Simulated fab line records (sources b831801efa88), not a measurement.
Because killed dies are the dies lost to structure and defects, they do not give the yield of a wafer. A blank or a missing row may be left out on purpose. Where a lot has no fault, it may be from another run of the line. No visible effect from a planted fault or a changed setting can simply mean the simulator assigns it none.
Commonality check across tools ; flow sky130 ; 11 lots and 33 wafers in the sample

REASON FOR OPENING
SKY_LI_CONTACT_THK_MEAS_01, reading LI_CONTACT_HDPCVD_THK: flagged on 2 of 11 lots. Wafers without a fault read 938 nm, standard deviation 9.5.
Rule: a lot is flagged when every wafer of it that has a number lies more than 4 standard deviations from that mean, or none has a number. The other lots count as sound.

lot;measured;on;LI_CONTACT_HDPCVD_THK (nm), wafer by wafer;flag
L543;day 28 05:01;filmMetro-03;938 942 938;
L544;day 28 14:53;filmMetro-01;1004 992 1000;FLAGGED
L546;day 29 05:37;filmMetro-02;1008 1003 1001;FLAGGED
L554;day 32 00:43;filmMetro-01;942 942 941;
L555;day 32 19:19;filmMetro-02;948 941 951;
L558;day 33 04:19;filmMetro-02;943 951 956;
L559;day 33 08:33;filmMetro-03;951 938 946;
L560;day 33 19:34;filmMetro-03;935 944 934;
L562;day 34 13:41;filmMetro-03;946 952 947;
L563;day 34 16:19;filmMetro-01;942 948 947;
L564;day 35 00:17;filmMetro-03;934 935 943;
The mean of the flagged lots' numbers is 1001 nm, +63 nm from the usual (+7 standard deviations).

TOOL THAT RAN EACH LOT
Before the reading, the record contains 2 process steps out of a 708-step route. Each cell gives the tool, then ch followed by the chambers the sampled wafers passed through, then the start.
lot;flag;SKY_LDD_LDN_STRIP_12;SKY_LI_CONTACT_HDPCVD_00
L543;;plasmaAsher-01 ch 0,1, day 23 04:02;hdpcvd-01 ch 0,1,2, day 28 04:55
L544;FLAGGED;plasmaAsher-04 ch 0,1, day 23 16:29;hdpcvd-01 ch 0,1, day 28 14:46
L546;FLAGGED;plasmaAsher-01 ch 0,1, day 24 08:11;hdpcvd-01 ch 1,2, day 29 05:31
L554;;plasmaAsher-02 ch 0, day 27 08:35;hdpcvd-01 ch 0,1, day 32 00:37
L555;;plasmaAsher-02 ch 0,1, day 27 22:23;hdpcvd-02 ch 1,2, day 32 19:13
L558;;plasmaAsher-04 ch 0,1, day 28 10:56;hdpcvd-02 ch 1,2, day 33 04:13
L559;;plasmaAsher-02 ch 0,1, day 28 14:31;hdpcvd-01 ch 0,1,2, day 33 08:28
L560;;plasmaAsher-02 ch 0,1, day 29 02:23;hdpcvd-01 ch 0,2, day 33 19:28
L562;;plasmaAsher-01 ch 0,1, day 29 22:32;hdpcvd-01 ch 0,1,2, day 34 13:34
L563;;plasmaAsher-02 ch 0,1, day 30 02:17;hdpcvd-02 ch 0,2, day 34 16:13
L564;;plasmaAsher-02 ch 0,1, day 30 08:23;hdpcvd-01 ch 0,2, day 35 00:10
What the steps here do:
- SKY_LDD_LDN_STRIP_12: strips in O2/N2.
- SKY_LI_CONTACT_HDPCVD_00: deposits PSG, target thk 930 nm, time 155 s.
- SKY_LI_CONTACT_THK_MEAS_01

FLAGGED OVER TOTAL, TOOL BY TOOL (the gauges that took the reading come last)
step;tool;lots run;flagged;share of the flagged lots;sound lots run after its first flagged lot
SKY_LDD_LDN_STRIP_12;plasmaAsher-01;3;1;some;1 (L562)
SKY_LDD_LDN_STRIP_12;plasmaAsher-02;6;0;none;-
SKY_LDD_LDN_STRIP_12;plasmaAsher-04;2;1;some;1 (L558)
SKY_LI_CONTACT_HDPCVD_00;hdpcvd-01;8;2;all;5 (L554,L559,L560,L562,L564)
SKY_LI_CONTACT_HDPCVD_00;hdpcvd-02;3;0;none;-
SKY_LI_CONTACT_THK_MEAS_01;filmMetro-01;3;1;some;2 (L554,L563)
SKY_LI_CONTACT_THK_MEAS_01;filmMetro-02;3;1;some;2 (L555,L558)
SKY_LI_CONTACT_THK_MEAS_01;filmMetro-03;5;0;none;-

WHAT THE TABLE PERMITS
All flagged lots share 1 row of the table, namely hdpcvd-01 at SKY_LI_CONTACT_HDPCVD_00.
- hdpcvd-01 at SKY_LI_CONTACT_HDPCVD_00: 2 of its 8 lots flagged. Sound lots ran on it after the first flagged one (L554, L559, L560, L562, L564), which a lasting fault on the whole tool wouldn't allow. Its own readings (runLengthS) fall more than 4 standard deviations out on all wafers of the flagged lots.
Every row of the table either missed a flagged lot or ran a sound lot after the first.

WHAT THE SIMULATOR PUT IN
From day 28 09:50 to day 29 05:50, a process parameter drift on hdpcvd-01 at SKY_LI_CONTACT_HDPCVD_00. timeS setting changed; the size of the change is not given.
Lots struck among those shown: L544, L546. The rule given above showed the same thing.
